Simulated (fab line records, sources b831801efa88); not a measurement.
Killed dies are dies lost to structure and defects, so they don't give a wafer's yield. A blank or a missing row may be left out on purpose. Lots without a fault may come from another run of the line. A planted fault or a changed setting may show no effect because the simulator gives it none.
Split-lot experiment | flow sky130 | 5 lots, 23 wafers read, on a route of 708 steps

THE SPLIT
At SKY_METAL2_SPUTTER_02 (material AlCu, target thk 250 nm, time 13.3 s), the setting time_s was moved away from the recipe's 13.3 s on 4 of the 23 wafers read, by -12.8% to +11.8%. The other wafers ran this setting at the recipe's value.

FROM THE SPLIT TO THE READING: what the file shows between them, 3 steps
- SKY_METAL2_SPUTTER_03: material Ti, target thk 5 nm, time 3.3 s
- SKY_METAL2_SPUTTER_04: material TiN, target thk 70 nm, time 58.3 s
- SKY_METAL2_RS_MEAS_05: measures by four-point-probe

THE READING
METAL2_ALCU_THK, in nm, at SKY_METAL2_THK_MEAS_06 (measures by xrf). Fault-free wafers of this fab line usually give 251 nm, standard deviation 3.5 nm.

wafer  | tool, chamber at the split | time_s as run, s | against the recipe | METAL2_ALCU_THK, nm | against lot-mates on the recipe
L074.1 | pvd_sputter-01, -          | 13.3             | recipe             | 254                 | -
L074.2 | pvd_sputter-01, -          | 13.3             | recipe             | 255                 | -
L074.5 | pvd_sputter-01, -          | 13.3             | recipe             | 256                 | -
L077.2 | pvd_sputter-02, -          | 13.3             | recipe             | 246                 | -
L077.3 | pvd_sputter-02, -          | 13.3             | recipe             | 250                 | -
L077.4 | pvd_sputter-02, -          | 13.3             | recipe             | 250                 | -
L077.5 | pvd_sputter-02, -          | 13.3             | recipe             | 251                 | -
L077.6 | pvd_sputter-02, -          | 13.3             | recipe             | 244                 | -
L078.1 | pvd_sputter-01, -          | 13.3             | recipe             | 251                 | -
L078.3 | pvd_sputter-01, -          | 13.3             | recipe             | 251                 | -
L078.4 | pvd_sputter-01, -          | 11.6             | -12.8%             | 217                 | -33
L078.5 | pvd_sputter-01, -          | 13.3             | recipe             | 248                 | -
L078.6 | pvd_sputter-01, -          | 11.6             | -12.8%             | 219                 | -31
L080.1 | pvd_sputter-03, -          | 13.3             | recipe             | 254                 | -
L080.2 | pvd_sputter-03, -          | 13.3             | recipe             | 257                 | -
L080.3 | pvd_sputter-03, -          | 13.3             | recipe             | 255                 | -
L080.5 | pvd_sputter-03, -          | 13.3             | recipe             | 258                 | -
L080.6 | pvd_sputter-03, -          | 13.3             | recipe             | 254                 | -
L084.1 | pvd_sputter-02, -          | 13.3             | recipe             | 249                 | -
L084.2 | pvd_sputter-02, -          | 14.87            | +11.8%             | 280                 | +29
L084.3 | pvd_sputter-02, -          | 13.3             | recipe             | 254                 | -
L084.4 | pvd_sputter-02, -          | 13.3             | recipe             | 249                 | -
L084.6 | pvd_sputter-02, -          | 14.87            | +11.8%             | 280                 | +29

THE FIT
A straight line over all 23 wafers: METAL2_ALCU_THK changes by +2.53 nm for each +1% of time_s; r = +0.97; the points scatter about the line by 3.6 nm.
The same after taking each lot's own level away (the mean of its wafers on the recipe; 23 wafers): +2.49 nm for each +1%; r = +0.99; scatter 1.9 nm.
On that fit, the largest move of time_s shifts the reading by 32 nm.
The lots' own levels span 248.2 to 255.6 nm, that is 2.1 times the standard deviation above.
So the lot-to-lot level changes the slope little: the two slopes agree.
Check: with one of the wafers moved furthest among these (-12.8%) left out of the fit, the line predicts -31.4 nm for it against its lot-mates. It came out at -33 nm against them.

OTHER SPLITS ON THESE WAFERS
These wafers also went through other splits before the reading. Each is held against what the fit with the lots' levels taken away leaves over:
other split on the same wafers    | wafers away from the commonest value | r with METAL2_ALCU_THK (lot level and that fit taken away)
SKY_CONTACT_DEVELOP_13 dev_temp_c | 5                                    | -0.02
SKY_METAL1_SPUTTER_03 time_s      | 5                                    | +0.10
SKY_VIA1_SPUTTER_20 time_s        | 9                                    | -0.13

THE WHOLE CHAIN: every reading that the file lists as answering this split, in the file's order
step                   | what it does                                  | reading                                                                           | change (the file's fit)              | r (the file's)
SKY_METAL2_SPUTTER_02  | material AlCu, target thk 250 nm, time 13.3 s | AlCu_of_METAL2_SPUTTER_02.thk_nm (the simulator's own value, which no gauge read) | +2.52 nm for each +1% of the setting | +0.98
SKY_METAL2_RS_MEAS_05  | measures by four-point-probe                  | METAL2_ALCU_RS                                                                    | -0.0014 for each +1% of the setting  | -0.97
SKY_METAL2_THK_MEAS_06 | measures by xrf                               | METAL2_ALCU_THK                                                                   | +2.5 for each +1% of the setting     | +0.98

THE FILE'S OWN FIT
METAL2_ALCU_THK changes by +2.5 nm for each +1% of time_s, r = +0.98.
